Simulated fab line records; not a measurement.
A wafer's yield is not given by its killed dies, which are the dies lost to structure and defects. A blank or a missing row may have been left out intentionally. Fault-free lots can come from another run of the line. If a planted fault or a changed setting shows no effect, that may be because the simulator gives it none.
fab line records	flow sky130
record: lots: 6	wafers: 18	last_day: 50
route steps=708 shown VIA1@475 METAL2@483 PAD_OPEN@708
lots that met no fault: from a run of the same line without faults
start_h: the number of hours between the record's first day and the start of the first shown wafer of the lot	wait_h: how many hours have passed since the lot's step before this one	" unchanged from the row above	L1.1+2: a single row standing in for several wafers	- no value present, or no start provided	* or withheld: withheld	< > ~ a bound
route shown NAME@n: names a module that has steps shown in the file, with the first one's number in the route	usual: the fault-free wafers' mean and standard deviation	same: alike in all rows	chamber/n: place in a boat	sites: per-site readings	_std_site: their standard deviation	_edge_site: mean of outer sites minus mean of inner sites	radius_mm: how far each site lies from the wafer's centre	mask NAME#n: copy n	behind: the last tool/chamber to shape the wafer	hold: what put the lot on hold/how long, in hours/how the hold closed	device: transistor that didn't switch, given as n, p or np	end of line: tests of these same wafers at the route's end	step lacking rows: just its recipe	killed: at the first sort, the dies lost to defects and structure; wafer yield is something else	map: per-die view of a wafer (x killed, . not killed, _ where there is no die)
set.NAME: setting as actually run; set.NAME@STEP: the setting as run at that earlier step	model.NAME: the simulator's own value behind a step, which no gauge read
certain route steps with their lots: each step a table, each wafer a row
services: the hour from which a tool's chamber was out of use, counted from the record's first day as start_h (under 0 if before that day), plus the number of hours and why
== steps ==
step: SKY_VIA1_STRIP_17
recipe: chemistry: post_etch_residue_remover	time_s: 1200	temp_c: 72.5
step: SKY_VIA1_CLEAN_18
recipe: chemistry: IPA	time_s: 180	temp_c: 25
step: SKY_VIA1_CLEAN_19
recipe: chemistry: O3/DIW	dry: n2_spin
step: SKY_VIA1_SPUTTER_20
recipe: material: TiN	target_thk_nm: 20	chamber_pressure_pa: 5	power_w: 4000	time_s: 80
usual: throttle_valve_pct: 30.0/0.97
same: time_s: 80
lot.wafer	tool	chamber	start_h	wait_h	throttle_valve_pct
L770.2	pvd_sputter-03	-	861.66	0.0	29.5
L770.3	"	-	"	"	31.1
L770.6	"	-	"	"	29.1
L769.1	pvd_sputter-03	-	864.21	0.0	28.8
L769.2	"	-	"	"	29.7
L769.6	"	-	"	"	29.8
L781.1	pvd_sputter-03	-	938.11	0.0	29.9
L781.5	"	-	"	"	29.0
L781.6	"	-	"	"	28.5
L780.1	pvd_sputter-03	-	941.71	0.0	29.7
L780.4	"	-	"	"	28.4
L780.6	"	-	"	"	28.5
L783.1	pvd_sputter-03	-	948.39	0.0	28.6
L783.4	"	-	"	"	29.1
L783.6	"	-	"	"	29.6
L786.2	pvd_sputter-04	-	964.15	0.0	31.1
L786.3	"	-	"	"	30.3
L786.6	"	-	"	"	30.4
step: SKY_VIA1_CVD_21
recipe: material: W	target_thk_nm: 270	time_s: 80.902	temp_c: 400	pressure_torr: 40
step: SKY_VIA1_RS_MEAS_22
recipe: thk_meas_gauge: four-point-probe	reads: W_of_VIA1_CVD_21+TiN_of_VIA1_SPUTTER_20
usual: VIA1_W_RS: 0.424/0.0056
lot.wafer	tool	chamber	start_h	wait_h	VIA1_W_RS[ohm/sq]
L770.2	film_metro-03	-	861.86	0.1	0.420
L770.3	"	-	"	"	0.425
L770.6	"	-	"	"	0.429
L769.1	film_metro-01	-	864.36	0.1	0.429
L769.2	"	-	"	"	0.418
L769.6	"	-	"	"	0.417
L781.1	film_metro-02	-	938.27	0.1	0.425
L781.5	"	-	"	"	0.418
L781.6	"	-	"	"	0.432
L780.1	film_metro-01	-	941.86	0.1	0.431
L780.4	"	-	"	"	0.422
L780.6	"	-	"	"	0.421
L783.1	film_metro-02	-	948.54	0.1	0.427
L783.4	"	-	"	"	0.428
L783.6	"	-	"	"	0.424
L786.2	film_metro-02	-	964.32	0.1	0.429
L786.3	"	-	"	"	0.427
L786.6	"	-	"	"	0.424
step: SKY_VIA1_THK_MEAS_23
recipe: thk_meas_gauge: xrf	reads: W_of_VIA1_CVD_21
usual: VIA1_W_THK: 272/3.9
lot.wafer	tool	chamber	start_h	wait_h	VIA1_W_THK[nm]
L770.2	film_metro-03	-	861.97	0.1	275
L770.3	"	-	"	"	271
L770.6	"	-	"	"	269
L769.1	film_metro-01	-	864.48	0.1	269
L769.2	"	-	"	"	275
L769.6	"	-	"	"	276
L781.1	film_metro-02	-	938.39	0.1	273
L781.5	"	-	"	"	277
L781.6	"	-	"	"	270
L780.1	film_metro-01	-	941.98	0.1	268
L780.4	"	-	"	"	272
L780.6	"	-	"	"	274
L783.1	film_metro-02	-	948.66	0.1	272
L783.4	"	-	"	"	271
L783.6	"	-	"	"	274
L786.2	film_metro-02	-	964.43	0.1	269
L786.3	"	-	"	"	271
L786.6	"	-	"	"	273
step: SKY_VIA1_CMP_24
recipe: stop_on: SiO2	t_overpolish_s: 15	down_force_psi: 3.5	platen_rpm: 60	target_thk_nm: 0	pad_velocity_m_s: 0.94248
usual: motor_current_A: 11.2/0.95	overpolish_run_s: 15.001/0.0095	time_to_endpoint_s: 64.8/2.7
lot.wafer	tool	chamber	start_h	wait_h	motor_current_A	overpolish_run_s	time_to_endpoint_s
L770.2	cmp-01	3	862.02	0.0	11.3	14.995	64.2
L770.3	"	1	"	"	11.1	14.989	65.1
L770.6	"	0	"	"	11.0	14.998	65.2
L769.2	cmp-01	2	864.64	0.1	11.8	15.008	69.0
L769.1	"	3	"	"	11.5	14.992	64.8
L769.6	"	1	"	"	11.3	14.996	65.4
L781.1	cmp-02	1	938.50	0.1	9.3	15.013	64.2
L781.5	"	0	"	"	12.4	14.991	69.9
L781.6	"	1	"	"	9.2	14.999	63.0
L780.4	cmp-01	2	942.14	0.1	11.5	14.997	66.6
L780.1	"	3	"	"	11.6	14.995	62.1
L780.6	"	1	"	"	11.2	15.002	63.7
L783.4	cmp-01	2	948.72	0.0	11.9	14.995	62.9
L783.1	"	3	"	"	10.2	15.003	65.2
L783.6	"	3	"	"	11.1	15.001	64.6
L786.2	cmp-02	1	964.48	0.0	8.9	15.001	62.9
L786.3	"	0	"	"	12.3	15.002	66.0
L786.6	"	2	"	"	12.5	14.991	63.1
step: SKY_METAL2_SPUTTER_00
recipe: material: Ti	target_thk_nm: 15	power_w: 3000	time_s: 10	chamber_pressure_pa: 0.4
step: SKY_METAL2_SPUTTER_01
recipe: material: TiN	target_thk_nm: 20	power_w: 6500	time_s: 16.7	chamber_pressure_pa: 0.4
step: SKY_METAL2_SPUTTER_02
recipe: material: AlCu	target_thk_nm: 250	power_w: 10600	time_s: 13.3	chamber_pressure_pa: 0.4
step: SKY_METAL2_SPUTTER_03
recipe: material: Ti	target_thk_nm: 5	power_w: 3000	time_s: 3.3	chamber_pressure_pa: 0.4
usual: throttle_valve_pct: 30.1/0.76
same: time_s: 3.3
lot.wafer	tool	chamber	start_h	wait_h	throttle_valve_pct
L770.2	pvd_sputter-01	-	862.39	0.0	29.9
L770.3	"	-	"	"	29.7
L770.6	"	-	"	"	30.4
L769.1	pvd_sputter-01	-	864.91	0.0	30.5
L769.2	"	-	"	"	29.8
L769.6	"	-	"	"	30.4
L781.1	pvd_sputter-01	-	938.82	0.0	30.6
L781.5	"	-	"	"	30.2
L781.6	"	-	"	"	29.8
L780.1	pvd_sputter-04	-	942.41	0.0	31.2
L780.4	"	-	"	"	30.4
L780.6	"	-	"	"	30.4
L783.1	pvd_sputter-01	-	949.23	0.0	29.6
L783.4	"	-	"	"	30.4
L783.6	"	-	"	"	29.9
L786.2	pvd_sputter-02	-	964.86	0.0	30.7
L786.3	"	-	"	"	30.6
L786.6	"	-	"	"	28.9
step: SKY_METAL2_SPUTTER_04
recipe: material: TiN	target_thk_nm: 70	power_w: 6500	time_s: 58.3	chamber_pressure_pa: 0.4
usual: throttle_valve_pct: 30.1/0.79
lot.wafer	tool	chamber	start_h	wait_h	throttle_valve_pct	model.TiN_of_METAL2_SPUTTER_04.thk_nm
L770.2	pvd_sputter-01	-	862.41	0.0	29.5	70.2
L770.3	"	-	"	"	29.8	70.46
L770.6	"	-	"	"	30.2	69.94
L769.1	pvd_sputter-01	-	864.93	0.0	30.4	70.09
L769.2	"	-	"	"	29.6	70.46
L769.6	"	-	"	"	30.4	69.88
L781.1	pvd_sputter-01	-	938.84	0.0	30.6	26.92
L781.5	"	-	"	"	30.4	26.97
L781.6	"	-	"	"	29.6	69.06
L780.1	pvd_sputter-04	-	942.43	0.0	31.3	69.54
L780.4	"	-	"	"	30.3	69.28
L780.6	"	-	"	"	30.4	69.21
L783.1	pvd_sputter-01	-	949.25	0.0	29.5	69.63
L783.4	"	-	"	"	30.3	28.08
L783.6	"	-	"	"	29.9	69.41
L786.2	pvd_sputter-02	-	964.87	0.0	30.7	68.39
L786.3	"	-	"	"	30.8	69.84
L786.6	"	-	"	"	28.9	69.15
step: SKY_METAL2_RS_MEAS_05
recipe: thk_meas_gauge: four-point-probe	reads: TiN_of_METAL2_SPUTTER_04+Ti_of_METAL2_SPUTTER_03+AlCu_of_METAL2_SPUTTER_02+TiN_of_METAL2_SPUTTER_01+Ti_of_METAL2_SPUTTER_00
usual: METAL2_ALCU_RS: 0.1268/0.0012
lot.wafer	tool	chamber	start_h	wait_h	METAL2_ALCU_RS[ohm/sq]
L770.2	film_metro-04	-	862.48	0.0	0.1264
L770.3	"	-	"	"	0.1266
L770.6	"	-	"	"	0.1266
L769.1	film_metro-03	-	864.98	0.0	0.1265
L769.2	"	-	"	"	0.1264
L769.6	"	-	"	"	0.1263
L781.1	film_metro-02	-	938.89	0.0	0.1277
L781.5	"	-	"	"	0.1284
L781.6	"	-	"	"	0.1272
L780.1	film_metro-04	-	942.48	0.0	0.1260
L780.4	"	-	"	"	0.1272
L780.6	"	-	"	"	0.1275
L783.1	film_metro-03	-	949.30	0.0	0.1281
L783.4	"	-	"	"	0.1286
L783.6	"	-	"	"	0.1269
L786.2	film_metro-02	-	964.94	0.0	0.1261
L786.3	"	-	"	"	0.1251
L786.6	"	-	"	"	0.1262
step: SKY_METAL2_THK_MEAS_06
recipe: thk_meas_gauge: xrf	reads: AlCu_of_METAL2_SPUTTER_02
usual: METAL2_ALCU_THK: 248.9/2.6
lot.wafer	tool	chamber	start_h	wait_h	METAL2_ALCU_THK[nm]
L770.2	film_metro-04	-	862.59	0.1	250.9
L770.3	"	-	"	"	248.6
L770.6	"	-	"	"	250.1
L769.1	film_metro-03	-	865.10	0.1	250.5
L769.2	"	-	"	"	249.0
L769.6	"	-	"	"	251.6
L781.1	film_metro-02	-	939.01	0.1	269.1
L781.5	"	-	"	"	269.3
L781.6	"	-	"	"	247.6
L780.1	film_metro-04	-	942.60	0.1	251.1
L780.4	"	-	"	"	249.2
L780.6	"	-	"	"	249.3
L783.1	film_metro-03	-	949.42	0.1	247.7
L783.4	"	-	"	"	268.1
L783.6	"	-	"	"	248.6
L786.2	film_metro-02	-	965.05	0.1	249.8
L786.3	"	-	"	"	250.2
L786.6	"	-	"	"	248.9
step: SKY_METAL2_DEHYDRATE_07
recipe: temp_c: 200	time_s: 60
step: SKY_METAL2_HMDS_08
recipe: prime_time_s: 60	prime_temp_c: 120
step: SKY_METAL2_COAT_09
recipe: resist: BARC	temp_c: withheld	time_s: withheld	spin_rpm: 3000	resist_thk_nm: 60
step: SKY_METAL2_COAT_10
recipe: resist: KrF-thick	spin_rpm: 3000	resist_thk_nm: 450
step: SKY_METAL2_SOFTBAKE_11
recipe: temp_c: 99.37	time_s: 90	resist: KrF-thick
step: SKY_METAL2_EXPOSE_12
recipe: mask_id: MM2	na: 0.8	source_shape: annular	sigma_inner: 0.55	sigma_outer: 0.85	target_cd_nm: 140	dose_mj: 28
step: SKY_METAL2_PEB_13
recipe: peb_temp_c: withheld	peb_time_s: withheld	resist: KrF-thick
step: SKY_METAL2_DEVELOP_14
recipe: develop_time_s: 60	resist: KrF-thick	dev_temp_c: 21
step: SKY_METAL2_CD_MEAS_15
recipe: target_cd_nm: 140
usual: cd_nm: 140.0/1.3
lot.wafer	tool	chamber	start_h	wait_h	cd_nm
L770.2	cd_sem-02	-	889.22	-	140.4
L770.3	"	-	"	"	139.9
L770.6	"	-	"	"	140.3
L769.1	cd_sem-01	-	891.62	-	142.0
L769.2	"	-	"	"	142.5
L769.6	"	-	"	"	142.1
L781.1	cd_sem-02	-	962.25	-	140.3
L781.5	"	-	"	"	139.3
L781.6	"	-	"	"	140.1
L780.1	cd_sem-02	-	967.15	-	139.6
L780.4	"	-	"	"	140.7
L780.6	"	-	"	"	140.2
L783.1	cd_sem-02	-	973.10	-	140.3
L783.4	"	-	"	"	141.3
L783.6	"	-	"	"	141.0
L786.2	cd_sem-02	-	988.97	-	138.9
L786.3	"	-	"	"	139.9
L786.6	"	-	"	"	138.1
step: SKY_METAL2_OVL_MEAS_16
usual: METAL2_OVL: 2/5.7
lot.wafer	tool	chamber	start_h	wait_h	METAL2_OVL[nm]
L770.2	overlay-01	-	889.32	0.1	-2
L770.3	"	-	"	"	-4
L770.6	"	-	"	"	-13
L769.1	overlay-01	-	891.74	0.1	3
L769.2	"	-	"	"	3
L769.6	"	-	"	"	10
L781.1	overlay-02	-	962.37	0.1	-1
L781.5	"	-	"	"	9
L781.6	"	-	"	"	2
L780.1	overlay-01	-	967.27	0.1	-3
L780.4	"	-	"	"	2
L780.6	"	-	"	"	2
L783.1	overlay-01	-	973.22	0.1	5
L783.4	"	-	"	"	5
L783.6	"	-	"	"	6
L786.2	overlay-01	-	989.07	0.1	5
L786.3	"	-	"	"	-1
L786.6	"	-	"	"	5
step: SKY_METAL2_DESCUM_17
recipe: chemistry: O2	source_power_w: 150	bias_power_w: 0	pressure_mtorr: 10	temp_c: 40	time_s: 8
usual: drypump_motor_current_A: 5.6/0.36	oes_product_au: 1.001/0.0076
same: bias_power_w: 0	time_s: 8
lot.wafer	tool	chamber	start_h	wait_h	drypump_motor_current_A	oes_product_au	rf_hours_counter_h
L770.2	rie_metal-01	0	889.35	0.0	6.1	1.009	15
L770.3	"	1	"	"	5.4	0.992	-
L770.6	"	0	"	"	6.1	0.997	-
L769.1	rie_metal-03	0	891.78	0.0	5.0	1.011	3
L769.2	"	1	"	"	5.6	0.991	1
L769.6	"	1	"	"	5.6	0.987	-
L781.1	rie_metal-02	1	962.40	0.0	5.8	1.002	15
L781.5	"	1	"	"	5.8	0.992	-
L781.6	"	1	"	"	5.8	0.989	-
L780.1	rie_metal-02	0	967.30	0.0	5.9	0.999	16
L780.4	"	1	"	"	5.8	1.001	-
L780.6	"	0	"	"	5.9	1.001	-
L783.1	rie_metal-01	1	973.25	0.0	5.4	0.999	13
L783.4	"	0	"	"	6.0	1.012	-
L783.6	"	1	"	"	5.4	1.006	-
L786.2	rie_metal-01	1	989.10	0.0	5.4	0.997	14
L786.3	"	0	"	"	6.1	1.002	-
L786.6	"	1	"	"	5.4	1.006	-
step: SKY_METAL2_ETCH_18
recipe: chemistry: N2/H2	target: BARC	ion_energy_ev: 200	bias_w: 100	pressure_mtorr: 30	n2_flow_sccm: 100	h2_flow_sccm: 200	icp_w: 500	stop_on: SiO2	time_s: 45.9	target_depth_a: 600
usual: drypump_motor_current_A: 5.6/0.36	oes_product_au: 0.855/0.0044	throttle_valve_pct: 13.225/0.0091
same: time_s: 45.9
lot.wafer	tool	chamber	start_h	wait_h	drypump_motor_current_A	oes_product_au	rf_hours_counter_h	throttle_valve_pct
L770.2	rie_metal-01	0	889.38	0.0	6.0	0.848	15	13.244
L770.3	"	1	"	"	5.4	0.856	-	13.226
L770.6	"	0	"	"	6.0	0.860	-	13.220
L769.1	rie_metal-03	0	891.81	0.0	5.0	0.857	3	13.208
L769.2	"	1	"	"	5.6	0.856	1	13.214
L769.6	"	1	"	"	5.6	0.856	-	13.225
L781.1	rie_metal-02	1	962.46	0.1	5.8	0.849	15	13.221
L781.5	"	1	"	"	5.8	0.853	-	13.235
L781.6	"	1	"	"	5.8	0.857	-	13.231
L780.1	rie_metal-02	0	967.33	0.0	5.9	0.851	16	13.216
L780.4	"	1	"	"	5.8	0.857	-	13.229
L780.6	"	0	"	"	5.9	0.854	-	13.225
L783.1	rie_metal-01	1	973.28	0.0	5.4	0.860	13	13.215
L783.4	"	0	"	"	6.0	0.857	-	13.236
L783.6	"	1	"	"	5.4	0.862	-	13.243
L786.2	rie_metal-01	1	989.13	0.0	5.4	0.849	14	13.237
L786.3	"	0	"	"	6.0	0.850	-	13.226
L786.6	"	1	"	"	5.4	0.856	-	13.221
step: SKY_METAL2_METAL_ETCH_19
recipe: target_depth_a: 3600	stop_on: SiO2	over_etch_frac: 0.3	time_s: 78	chemistry: Cl2/BCl3	resist_sidewall_deg: 88	pressure_mtorr: 10	icp_w: 900	bias_w: 48.5	Cl2_flow_sccm: 60	bcl3_flow_sccm: 30
usual: drypump_motor_current_A: 5.6/0.36	oes_product_au: 0.854/0.0055	throttle_valve_pct: 22.265/0.0093
same: over_etch_frac: 0.3	time_s: 78
lot.wafer	tool	chamber	start_h	wait_h	drypump_motor_current_A	oes_product_au	rf_hours_counter_h	throttle_valve_pct
L770.2	rie_metal-01	0	889.45	0.0	6.0	0.855	15	22.268
L770.3	"	1	"	"	5.4	0.863	-	22.258
L770.6	"	0	"	"	6.0	0.853	-	22.260
L769.1	rie_metal-03	0	891.87	0.0	5.0	0.856	3	22.274
L769.2	"	1	"	"	5.6	0.852	1	22.271
L769.6	"	1	"	"	5.6	0.859	-	22.255
L781.1	rie_metal-02	1	962.59	0.1	5.8	0.826	15	22.269
L781.5	"	1	"	"	5.8	0.818	-	22.267
L781.6	"	1	"	"	5.8	0.864	-	22.264
L780.1	rie_metal-02	0	967.40	0.0	5.9	0.854	16	22.278
L780.4	"	1	"	"	5.8	0.853	-	22.266
L780.6	"	0	"	"	5.9	0.854	-	22.272
L783.1	rie_metal-01	1	973.35	0.0	5.4	0.847	13	22.254
L783.4	"	0	"	"	6.1	0.826	-	22.276
L783.6	"	1	"	"	5.4	0.857	-	22.269
L786.2	rie_metal-01	1	989.20	0.0	5.4	0.859	14	22.268
L786.3	"	0	"	"	6.0	0.858	-	22.265
L786.6	"	1	"	"	5.4	0.847	-	22.268
step: SKY_METAL2_STRIP_20
recipe: chemistry: O2/N2	power_w: 1400	pressure_mtorr: 1500	platen_temp_c: withheld	o2_flow_sccm: 3000	n2_flow_sccm: 300	overash_fraction: 0.5
step: SKY_METAL2_STRIP_21
recipe: chemistry: post_etch_residue_remover	time_s: 1200	temp_c: 72.5
same: time_s: 1200
lot.wafer	tool	chamber	start_h	wait_h	model.TiN_of_METAL2_SPUTTER_04.thk_nm
L770.2	wet_bench-04	1	889.64	0.1	69.78
L770.3	"	1	"	"	70.05
L770.6	"	1	"	"	69.52
L769.1	wet_bench-03	1	892.06	0.1	69.67
L769.2	"	1	"	"	70.04
L769.6	"	1	"	"	69.46
L781.1	wet_bench-03	1	962.87	0.1	26.49
L781.5	"	1	"	"	26.55
L781.6	"	1	"	"	68.64
L780.1	wet_bench-03	2	967.59	0.1	69.12
L780.4	"	2	"	"	68.86
L780.6	"	2	"	"	68.8
L783.1	wet_bench-02	1	973.54	0.1	69.21
L783.4	"	1	"	"	27.66
L783.6	"	1	"	"	68.99
L786.2	wet_bench-02	0	989.39	0.1	67.97
L786.3	"	0	"	"	69.43
L786.6	"	0	"	"	68.73
step: SKY_METAL2_CLEAN_22
recipe: chemistry: IPA	time_s: 180	temp_c: 25
step: SKY_PAD_OPEN_PROBE_99
usual: defect_limited_yield: 82.1/1.8	killed_at_M0_to_M3: 44/6.2	killed_at_M4_up: 3.3/1.8	killed_at_contacts: 25/5.8	killed_at_front_end: 15/4	killed_at_other: 0.3/0.49	killed_dies: 88/8.8	killed_open: 48/6.5	killed_short: 39/6.3	sort_bin_3_pad_short: 0.9/0.41	sort_bin_5_function: 10.6/1.4	sort_bin_6_memory: 6.4/1.1	sort_n_pass: 404/8.8	sort_yield_pct: 82.1/1.8
same: gross_dies: 492	killed_at_back_side: 0	sort_bin_4_leakage[%]: 0	sort_bin_8_speed[%]: 0
lot.wafer	tool	chamber	start_h	wait_h	defect_limited_yield[%]	killed_at_M0_to_M3	killed_at_M4_up	killed_at_contacts	killed_at_front_end	killed_at_other	killed_dies	killed_open	killed_short	sort_bin_3_pad_short[%]	sort_bin_5_function[%]	sort_bin_6_memory[%]	sort_n_pass	sort_yield_pct[%]	model.etest.via2_chain.rc_ohm
L770.2	prober-01	-	1129.53	0.1	81.5	53	3	24	10	1	91	57	33	1.0	11.6	5.9	401	81.5	10.11
L770.3	prober-01	-	1129.58	0.2	82.7	43	1	29	12	0	85	43	42	0.4	10.0	6.9	407	82.7	9.943
L770.6	prober-01	-	1129.73	0.2	81.3	56	3	21	11	1	92	47	44	0.6	11.8	6.3	400	81.3	9.881
L769.1	prober-02	-	1134.36	0.1	81.3	42	5	29	16	0	92	48	44	1.8	11.0	5.9	400	81.3	10.36
L769.2	prober-02	-	1134.41	0.1	85.0	44	3	21	5	1	74	37	37	1.0	9.3	4.7	418	85.0	9.85
L769.6	prober-02	-	1134.61	0.2	82.1	32	3	33	20	0	88	53	35	0.8	10.2	6.9	404	82.1	9.666
L781.1	prober-02	-	1185.92	0.1	84.1	44	4	15	15	0	78	36	42	0.8	8.5	6.5	414	84.1	8.736
L781.5	prober-02	-	1186.12	0.2	81.5	42	7	24	18	0	91	47	44	0.6	11.4	6.5	401	81.5	9.052
L781.6	prober-02	-	1186.17	0.2	83.3	37	2	24	19	0	82	45	37	0.8	10.0	5.9	410	83.3	9.697
L780.1	prober-01	-	1190.25	0.1	83.5	44	0	20	17	0	81	42	39	1.0	10.8	4.7	411	83.5	10.01
L780.4	prober-01	-	1190.40	0.2	81.9	60	3	16	10	0	89	48	41	0.6	11.2	6.3	403	81.9	9.906
L780.6	prober-01	-	1190.50	0.2	80.5	58	2	25	11	0	96	58	38	0.8	12.6	6.1	396	80.5	9.964
L783.1	prober-02	-	1193.76	0.1	82.1	47	1	25	15	0	88	48	40	0.8	11.4	5.7	404	82.1	10.68
L783.4	prober-02	-	1193.91	0.2	78.3	57	1	33	16	0	107	53	54	0.8	15.2	5.7	385	78.3	9.108
L783.6	prober-02	-	1194.01	0.2	82.7	46	2	16	20	1	85	48	37	0.6	8.5	8.1	407	82.7	9.625
L786.2	prober-02	-	1204.32	0.1	79.3	51	7	27	17	0	102	58	42	1.2	12.4	7.1	390	79.3	10.01
L786.3	prober-02	-	1204.37	0.2	79.3	46	2	38	16	0	102	54	47	1.8	11.8	7.1	390	79.3	9.835
L786.6	prober-02	-	1204.52	0.2	82.9	39	2	31	12	0	84	48	34	1.4	9.3	6.3	408	82.9	9.672
killed by level:class
L770.2 VIA1:geometric_particle:open=14 METAL1:geometric_particle:short=10 VIA3:geometric_particle:open=10 VIA2:geometric_particle:open=9 CONTACT:geometric_particle:open=8 LI_CONTACT:geometric_particle:open=7 FIELD_ISO:geometric_particle:short=4 FIELD_ISO:geometric_particle:open=3
L770.3 VIA1:geometric_particle:open=14 CONTACT:geometric_particle:open=9 CONTACT:geometric_particle:short=8 METAL1:geometric_particle:short=7 LI_CONTACT:geometric_particle:open=6 VIA1:geometric_particle:short=5 POLY_GATE:geometric_particle:open=4 LOCAL_INTERCONNECT:geometric_particle:short=4
L770.6 VIA1:geometric_particle:short=9 CONTACT:geometric_particle:open=9 VIA2:geometric_particle:open=9 METAL1:geometric_particle:short=8 LI_CONTACT:geometric_particle:open=7 VIA1:geometric_particle:open=7 VIA3:geometric_particle:open=7 METAL2:geometric_particle:short=6
L769.1 CONTACT:geometric_particle:open=12 VIA1:geometric_particle:open=8 CONTACT:geometric_particle:short=7 METAL1:geometric_particle:short=7 METAL2:geometric_particle:short=7 FIELD_ISO:geometric_particle:short=6 LOCAL_INTERCONNECT:geometric_particle:short=5 VIA2:geometric_particle:open=5
L769.2 VIA1:geometric_particle:open=11 LI_CONTACT:geometric_particle:open=8 METAL1:geometric_particle:short=7 LOCAL_INTERCONNECT:geometric_particle:short=6 VIA1:geometric_particle:short=5 CONTACT:geometric_particle:open=5 VIA3:geometric_particle:short=5 METAL2:geometric_particle:short=4
L769.6 CONTACT:geometric_particle:open=12 VIA1:geometric_particle:open=11 LI_CONTACT:geometric_particle:open=9 LOCAL_INTERCONNECT:geometric_particle:short=7 FIELD_ISO:geometric_particle:short=6 FIELD_ISO:geometric_particle:open=3 POLY_GATE:geometric_particle:short=3 CONTACT:geometric_particle:short=3
L781.1 VIA2:geometric_particle:open=8 VIA1:geometric_particle:open=8 METAL1:geometric_particle:short=7 METAL2:geometric_particle:short=6 VIA3:geometric_particle:open=6 FIELD_ISO:geometric_particle:short=5 CONTACT:geometric_particle:open=4 LI_CONTACT:geometric_particle:open=4
L781.5 LI_CONTACT:geometric_particle:open=10 VIA1:geometric_particle:open=9 LOCAL_INTERCONNECT:geometric_particle:short=7 VIA2:geometric_particle:open=7 METAL2:geometric_particle:short=6 METAL4:geometric_particle:short=6 CONTACT:geometric_particle:open=5 POLY_GATE:geometric_particle:short=5
L781.6 VIA1:geometric_particle:open=10 LI_CONTACT:geometric_particle:open=7 CONTACT:geometric_particle:short=7 POLY_GATE:geometric_particle:open=6 FIELD_ISO:geometric_particle:short=5 METAL2:geometric_particle:short=5 CONTACT:geometric_particle:open=5 VIA1:geometric_particle:short=5
L780.1 VIA1:geometric_particle:open=10 CONTACT:geometric_particle:open=9 METAL1:geometric_particle:short=9 FIELD_ISO:geometric_particle:short=6 FIELD_ISO:geometric_particle:open=5 VIA3:geometric_particle:short=5 POLY_GATE:geometric_particle:open=4 VIA1:geometric_particle:short=4
L780.4 VIA1:geometric_particle:open=15 VIA3:geometric_particle:open=9 METAL1:geometric_particle:short=7 VIA2:geometric_particle:open=7 CONTACT:geometric_particle:open=5 METAL2:geometric_particle:short=5 LI_CONTACT:geometric_particle:short=4 VIA1:geometric_particle:short=4
L780.6 VIA1:geometric_particle:open=18 CONTACT:geometric_particle:open=9 LI_CONTACT:geometric_particle:open=8 METAL1:geometric_particle:short=8 VIA3:geometric_particle:open=8 VIA1:geometric_particle:short=6 VIA2:geometric_particle:short=5 VIA2:geometric_particle:open=4
L783.1 CONTACT:geometric_particle:open=9 METAL1:geometric_particle:short=9 VIA1:geometric_particle:open=7 LI_CONTACT:geometric_particle:open=7 VIA3:geometric_particle:open=7 FIELD_ISO:geometric_particle:open=6 FIELD_ISO:geometric_particle:short=5 METAL2:geometric_particle:short=5
L783.4 LOCAL_INTERCONNECT:geometric_particle:short=13 VIA2:geometric_particle:open=12 VIA1:geometric_particle:open=10 CONTACT:geometric_particle:open=9 VIA3:geometric_particle:open=8 LI_CONTACT:geometric_particle:open=7 VIA1:geometric_particle:short=6 POLY_GATE:geometric_particle:short=5
L783.6 METAL2:geometric_particle:short=10 CONTACT:geometric_particle:open=8 VIA1:geometric_particle:open=8 VIA2:geometric_particle:open=6 FIELD_ISO:geometric_particle:open=5 METAL1:geometric_particle:short=5 VIA1:geometric_particle:short=5 POLY_GATE:geometric_particle:open=4
L786.2 VIA1:geometric_particle:open=12 VIA2:geometric_particle:open=12 CONTACT:geometric_particle:open=11 METAL1:geometric_particle:short=7 METAL4:geometric_particle:short=6 POLY_GATE:geometric_particle:open=6 VIA3:geometric_particle:open=6 LI_CONTACT:geometric_particle:open=5
L786.3 CONTACT:geometric_particle:open=17 VIA1:geometric_particle:open=10 VIA1:geometric_particle:short=8 METAL2:geometric_particle:short=7 POLY_GATE:geometric_particle:open=6 CONTACT:geometric_particle:short=6 LI_CONTACT:geometric_particle:short=6 LI_CONTACT:geometric_particle:open=6
L786.6 VIA1:geometric_particle:open=11 CONTACT:geometric_particle:open=10 LI_CONTACT:geometric_particle:open=9 VIA1:geometric_particle:short=9 VIA2:geometric_particle:open=6 CONTACT:geometric_particle:short=6 POLY_GATE:geometric_particle:short=4 VIA3:geometric_particle:open=4
== services ==
tool	chamber	start_h	hours	kind
rie_metal-03	1	840.55	-	clean
rie_metal-03	1	840.55	19.7	scheduled_down
cmp-02	-	845.36	4.0	pm
rie_metal-01	1	855.46	4.4	repair
cmp-01	-	864.84	4.7	pm
pvd_sputter-04	-	881.60	1.9	repair
pvd_sputter-01	-	897.33	13.1	repair
pvd_sputter-01	-	910.19	7.6	repair
cmp-02	-	912.00	4.0	pm
cmp-02	-	914.44	0.7	repair
cmp-02	-	917.88	1.2	repair
wet_bench-02	-	920.59	4.4	pm
pvd_sputter-03	-	923.17	8.9	repair
cmp-01	-	935.19	0.8	repair
pvd_sputter-02	-	940.01	12.7	repair
pvd_sputter-04	-	942.93	7.2	repair
pvd_sputter-01	2	953.92	-	consumable_replace:kit
pvd_sputter-01	2	953.92	18.0	scheduled_down
pvd_sputter-01	2	953.92	18.0	vent_cycle
cmp-02	-	954.66	7.7	pm
rie_metal-02	0	959.34	4.4	repair
pvd_sputter-03	1	977.65	-	consumable_replace:kit
pvd_sputter-03	1	977.65	18.0	scheduled_down
pvd_sputter-03	1	977.65	18.0	vent_cycle
== key ==
first_sign: step: SKY_METAL2_THK_MEAS_06	reading: METAL2_ALCU_THK	direction: up	sigmas: 7.7	usual: 248.9	struck: 268.8
effect: step: SKY_METAL2_METAL_ETCH_19	reading: oes_product_au	direction: down	sigmas: 5.5	usual: 0.854	struck: 0.824
model_effect: step: SKY_METAL2_SPUTTER_04	value: TiN_of_METAL2_SPUTTER_04.thk_nm	without: 69.12	struck: 27.33
model_effect: step: SKY_METAL2_STRIP_21	value: TiN_of_METAL2_SPUTTER_04.thk_nm	without: 68.7	struck: 26.9
model_effect: step: SKY_PAD_OPEN_PROBE_99	value: etest.via2_chain.rc_ohm	without: 10.17	struck: 8.965
met_at SKY_METAL2_SPUTTER_04
struck_wafers L781.1,L781.5,L783.4
onset_between 864.93 938.84
fault: kind: process_parameter_drift	tool: pvd_sputter-01	chamber: -	onset_h: 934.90	steps: SKY_METAL2_SPUTTER_04	channel: target_thk_nm	offset: -41.8	shape: step	end_h: 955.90	acts_in: these_recipes_only	stated: 70	scope: struck_wafers_only
